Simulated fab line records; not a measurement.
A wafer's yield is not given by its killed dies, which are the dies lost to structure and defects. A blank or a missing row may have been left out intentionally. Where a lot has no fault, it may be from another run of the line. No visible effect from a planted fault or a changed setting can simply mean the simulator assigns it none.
Which of the tools did it? -- flow gf180mcu -- 42 wafers from 14 lots sampled at 6 of the route's 602 steps

== WHAT THE GAUGES SHOWED, per wafer ==
GF_V1_BOW_MEAS_05.
lot,measured,on,V1_BOW (um)
L884,day 17 19:44,film-metro-01,74 72 72
L883,day 18 00:07,film-metro-01,93 97 90
L885,day 18 04:32,film-metro-03,74 70 69
L886,day 18 18:24,film-metro-03,85 90 91
L887,day 19 03:35,film-metro-01,85 79 84
L891,day 20 14:47,film-metro-03,90 87 92
L892,day 20 23:32,film-metro-04,71 84 80
L893,day 21 05:56,film-metro-03,74 77 77
L897,day 23 01:15,film-metro-04,86 74 77
L899,day 23 09:49,film-metro-04,84 81 89
L901,day 24 05:28,film-metro-03,81 88 81
L903,day 24 13:39,film-metro-03,89 97 87
L904,day 25 06:55,film-metro-03,85 91 79
L905,day 25 08:08,film-metro-03,75 85 81

GF_M3_RS_MEAS_05: measures by four-point-probe.
lot,measured,on,M3_ALCU_RS (ohm/sq)
L884,day 21 00:49,film-metro-03,0.0704 0.0705 0.0708
L883,day 21 04:35,film-metro-03,0.0696 0.0705 0.0706
L885,day 21 09:45,film-metro-01,0.0704 0.0710 0.0698
L886,day 22 01:25,film-metro-02,0.0689 0.0706 0.0700
L887,day 22 09:26,film-metro-03,0.0694 0.0698 0.0689
L891,day 23 17:49,film-metro-01,0.0713 0.0709 0.0701
L897,day 26 00:43,film-metro-02,0.0687 0.0695 0.0685
L899,day 26 07:46,film-metro-02,0.0698 0.0696 0.0703
L901,day 27 02:07,film-metro-02,0.0691 0.0698 0.0702
L903,day 27 08:51,film-metro-01,0.0706 0.0705 0.0710
L904,day 28 00:36,film-metro-03,0.0696 0.0698 0.0705
L905,day 28 02:41,film-metro-01,0.0696 0.0708 0.0706

== WHAT TOOL EACH LOT RAN ON (gives the tool, then ch and the chambers of the sampled wafers, and finally the start) ==
lot,GF_M2_SPUTTER_01,GF_V2_ETCH_16,GF_V2_ETCH_17,GF_V2_STRIP_18
L884,"pvd-sputter-02, day 18 21:10","rie-diel-03 ch 1,2,3, day 20 23:13","rie-diel-03 ch 1,2,3, day 20 23:20 or earlier","plasma-asher-01 ch 0,1, day 20 23:20"
L883,"pvd-sputter-03, day 19 01:11","rie-diel-01 ch 0,1,3, day 21 03:01","rie-diel-01 ch 0,1,3, day 21 03:09 or earlier","plasma-asher-03 ch 0,1, day 21 03:09"
L885,"pvd-sputter-03, day 19 06:10","rie-diel-02 ch 0,1,3, day 21 07:49","rie-diel-02 ch 0,1,3, day 21 07:57 or earlier","plasma-asher-01 ch 0,1, day 21 07:57"
L886,"pvd-sputter-01, day 19 20:40","rie-diel-03 ch 0,2,3, day 21 23:28","rie-diel-03 ch 0,2,3, day 21 23:35 or earlier","plasma-asher-04 ch 0,1, day 21 23:35"
L887,"pvd-sputter-01, day 20 05:58","rie-diel-03 ch 1,2, day 22 07:31","rie-diel-03 ch 1,2, day 22 07:38 or earlier","plasma-asher-03 ch 0, day 22 07:38"
L891,"pvd-sputter-03, day 21 16:43","rie-diel-03 ch 0,2,3, day 23 16:13","rie-diel-03 ch 0,2,3, day 23 16:20 or earlier","plasma-asher-03 ch 0,1, day 23 16:20"
L892,"pvd-sputter-02, day 22 01:22","rie-diel-03 ch 0,1,2, day 24 01:13","rie-diel-03 ch 0,1,2, day 24 01:20 or earlier","plasma-asher-03 ch 0,1, day 24 01:20"
L893,"pvd-sputter-01, day 22 07:24","rie-diel-03 ch 0,1,3, day 24 06:40","rie-diel-03 ch 0,1,3, day 24 06:47 or earlier","plasma-asher-04 ch 0,1, day 24 06:47"
L897,"pvd-sputter-03, day 24 01:43","rie-diel-01 ch 2,3, day 25 23:07","rie-diel-01 ch 2,3, day 25 23:14 or earlier","plasma-asher-03 ch 0,1, day 25 23:14"
L899,"pvd-sputter-01, day 24 10:11","rie-diel-02 ch 0,2,3, day 26 06:10","rie-diel-02 ch 0,2,3, day 26 06:17 or earlier","plasma-asher-04 ch 0,1, day 26 06:17"
L901,"pvd-sputter-03, day 25 04:29","rie-diel-02 ch 0,1,3, day 27 00:31","rie-diel-02 ch 0,1,3, day 27 00:38 or earlier","plasma-asher-03 ch 0,1, day 27 00:38"
L903,"pvd-sputter-01, day 25 12:32","rie-diel-02 ch 0,2, day 27 07:04","rie-diel-02 ch 0,2, day 27 07:11 or earlier","plasma-asher-03 ch 0,1, day 27 07:11"
L904,"pvd-sputter-03, day 26 05:16","rie-diel-01 ch 0,2,3, day 27 23:01","rie-diel-01 ch 0,2,3, day 27 23:08 or earlier","plasma-asher-04 ch 0,1, day 27 23:08"
L905,"pvd-sputter-01, day 26 06:56","rie-diel-02 ch 0,2,3, day 28 00:43","rie-diel-02 ch 0,2,3, day 28 00:50 or earlier","plasma-asher-01 ch 0,1, day 28 00:50"
- GF_M2_SPUTTER_01: material TiN, target thk 30 nm, time 25 s.
- GF_V2_ETCH_16: etches BARC in N2/H2.
- GF_V2_ETCH_17: etches SiO2 in C4F8/O2/Ar, stops on TiN, target depth 630 nm.
- GF_V2_STRIP_18: strips in O2/N2.

== WHAT THE TOOLS THEMSELVES READ (means of the sampled wafers that have a number; where no wafer has one, the mark that the record gives instead) ==
GF_M2_SPUTTER_01.
lot,tool,throttle-valve-pct (%)
L884,pvd-sputter-02,29.9
L883,pvd-sputter-03,29.8
L885,pvd-sputter-03,29.4
L886,pvd-sputter-01,29.4
L887,pvd-sputter-01,28.5
L891,pvd-sputter-03,30.6
L892,pvd-sputter-02,29.4
L893,pvd-sputter-01,29.2
L897,pvd-sputter-03,29.4
L899,pvd-sputter-01,29.6
L901,pvd-sputter-03,29.4
L903,pvd-sputter-01,29.1
L904,pvd-sputter-03,29.9
L905,pvd-sputter-01,29.0

GF_V2_ETCH_16.
lot,tool,bias-w (W),chamber-pressure-mTorr (mTorr),drypump-motor-current-A (A),oes-product-au (a.u.),throttle-valve-pct (%)
L884,rie-diel-03,100.18,30.019,5.6,0.855,13.224
L883,rie-diel-01,99.91,30.021,5.9,0.854,13.223
L885,rie-diel-02,100.24,29.974,5.7,0.855,13.223
L886,rie-diel-03,99.87,30.010,5.8,0.856,13.207
L887,rie-diel-03,99.97,30.015,5.7,0.852,13.223
L891,rie-diel-03,100.29,30.016,5.7,0.851,13.226
L892,rie-diel-03,-,-,-,-,-
L893,rie-diel-03,-,-,-,-,-
L897,rie-diel-01,99.79,30.002,5.9,0.852,13.221
L899,rie-diel-02,100.13,29.998,5.7,0.857,13.226
L901,rie-diel-02,100.08,30.004,5.7,0.857,13.224
L903,rie-diel-02,100.35,29.998,5.7,0.859,13.233
L904,rie-diel-01,100.15,30.021,5.9,0.860,13.229
L905,rie-diel-02,100.30,30.002,5.7,0.852,13.230

GF_V2_ETCH_17.
lot,tool,bias-w (W),chamber-pressure-mTorr (mTorr),oes-product-au (a.u.)
L884,rie-diel-03,1204,39.99,0.857
L883,rie-diel-01,1201,40.00,0.859
L885,rie-diel-02,1199,40.00,0.857
L886,rie-diel-03,1202,40.02,0.859
L887,rie-diel-03,1198,39.99,0.857
L891,rie-diel-03,1202,40.00,0.857
L892,rie-diel-03,1199,40.00,0.378
L893,rie-diel-03,1200,40.00,0.369
L897,rie-diel-01,1198,40.02,0.858
L899,rie-diel-02,1201,40.01,0.856
L901,rie-diel-02,1201,40.00,0.855
L903,rie-diel-02,1196,39.99,0.858
L904,rie-diel-01,1200,39.97,0.856
L905,rie-diel-02,1197,39.97,0.857

GF_V2_STRIP_18.
lot,tool,drypump-motor-current-A (A),heater-power-w (W),oes-product-au (a.u.)
L884,plasma-asher-01,6.2,350,0.592
L883,plasma-asher-03,5.4,334,0.590
L885,plasma-asher-01,5.6,329,0.588
L886,plasma-asher-04,6.1,330,0.584
L887,plasma-asher-03,5.3,349,0.589
L891,plasma-asher-03,5.4,342,0.592
L892,plasma-asher-03,5.5,333,0.608
L893,plasma-asher-04,5.5,324,0.611
L897,plasma-asher-03,5.6,331,0.583
L899,plasma-asher-04,6.1,326,0.587
L901,plasma-asher-03,5.5,333,0.583
L903,plasma-asher-03,5.4,341,0.588
L904,plasma-asher-04,5.5,327,0.588
L905,plasma-asher-01,5.6,329,0.591

== THE ANSWER, worked out from the rows above alone ==
Rule: what is usual is taken from the lots themselves. The widest of any qualifying gaps counts: lots, ordered by their means at a reading, are off when they make up no more than a third of the lots, leave a main group of 4 or more, and stand apart from it by 3 or more times the standard deviation of that group's means. The tables above print the reading to a certain number of digits; a main group whose means all agree to those digits is not used. A lot without any number at a reading at which 4 lots or more have one is off too. The other lots that the step has rows for count as sound. The gauges are gone through in route order, then the tools' own readings, and for those a lot's mean is taken as printed above. At the first step where some lot is off, the reading lying furthest off is the one used; lots without a number count as furthest.
Off: L892, L893, at GF_V2_ETCH_16 (bias-w). Without a number there: L892, L893. Main group: mean 100.11 W, sd 0.18.
A tool fits if, at that step or a process step before it, it ran every lot that is off, and no sound lot after the first of them. One candidate fits, namely rie-diel-03 at GF_V2_ETCH_16. Its last sound lot is L891 (day 23 16:13), its first lot that is off L892 (day 24 01:13): a fault that began between those two fits.
Blank at GF_V2_ETCH_16 on the lots that are off, where sound lots have numbers: bias-w, chamber-pressure-mTorr, drypump-motor-current-A, oes-product-au, throttle-valve-pct.

== WHAT THE SIMULATOR PUT IN ==
Entire step skipped (rie-diel-03, GF_V2_ETCH_16), from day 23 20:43 onward. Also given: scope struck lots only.
Lots struck among those shown: L892, L893. The rule above reached the same finding.
